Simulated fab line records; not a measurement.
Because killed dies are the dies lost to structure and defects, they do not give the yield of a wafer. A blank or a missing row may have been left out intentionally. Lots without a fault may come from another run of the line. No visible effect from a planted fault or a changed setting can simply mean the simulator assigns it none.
Which of the tools did it?	flow gf180mcu	Sampling: 6 lots, 18 wafers, 2 of 602 route steps

## WHAT THE GAUGES SHOWED, per wafer
GF_VT_IMPLANT_RS_MEAS_46: the measuring method here is four-point-probe.
lot	measured	on	MVSD_RS (ohm/sq)
L765	day 8 18:08	film-metro-04	456.0 456.3 456.4
L767	day 9 10:16	film-metro-04	438.1 437.8 437.8
L773	day 10 23:34	film-metro-04	455.6 456.1 455.6
L780	day 13 03:07	film-metro-02	457.2 456.6 456.8
L782	day 13 12:11	film-metro-02	458.8 457.7 458.2
L784	day 14 09:02	film-metro-04	456.7 457.9 457.8

## EACH LOT AND THE TOOL THAT RAN IT (in order: tool; ch and the chambers of the sampled wafers; start)
lot	GF_MVSD_IMPLANT_08
L765	implanter-02 ch 0, day 5 11:25
L767	implanter-04 ch 0, day 6 01:14
L773	implanter-02 ch 0, day 7 09:03
L780	implanter-04 ch 0, day 9 04:41
L782	implanter-04 ch 0, day 9 12:47
L784	implanter-04 ch 0, day 10 06:28
- GF_MVSD_IMPLANT_08

## THE ANSWER, worked out from the rows above alone
Rule: the lots themselves supply what counts as usual. The widest of any qualifying gaps counts: lots, ordered by their means at a reading, are off when they make up no more than a third of the lots, leave a main group of 4 or more, and stand apart from it by 3 or more times the standard deviation of that group's means. If all means in a main group match to the digits the tables above print for the reading, that group is not used. A lot without any number at a reading at which 4 lots or more have one is off too. All remaining lots with rows at the step are treated as sound.
Off: at GF_VT_IMPLANT_RS_MEAS_46 (MVSD_RS), L767. Mean 456.9 ohm/sq and standard deviation 0.87 in the main group.
A tool fits if, at a process step before that reading, it ran every lot that is off, and no sound lot after the first of them. Those tools and the gauges at GF_VT_IMPLANT_RS_MEAS_46 are tried in the same way. None of those tried fits.

## WHAT WAS PUT IN BY THE SIMULATOR
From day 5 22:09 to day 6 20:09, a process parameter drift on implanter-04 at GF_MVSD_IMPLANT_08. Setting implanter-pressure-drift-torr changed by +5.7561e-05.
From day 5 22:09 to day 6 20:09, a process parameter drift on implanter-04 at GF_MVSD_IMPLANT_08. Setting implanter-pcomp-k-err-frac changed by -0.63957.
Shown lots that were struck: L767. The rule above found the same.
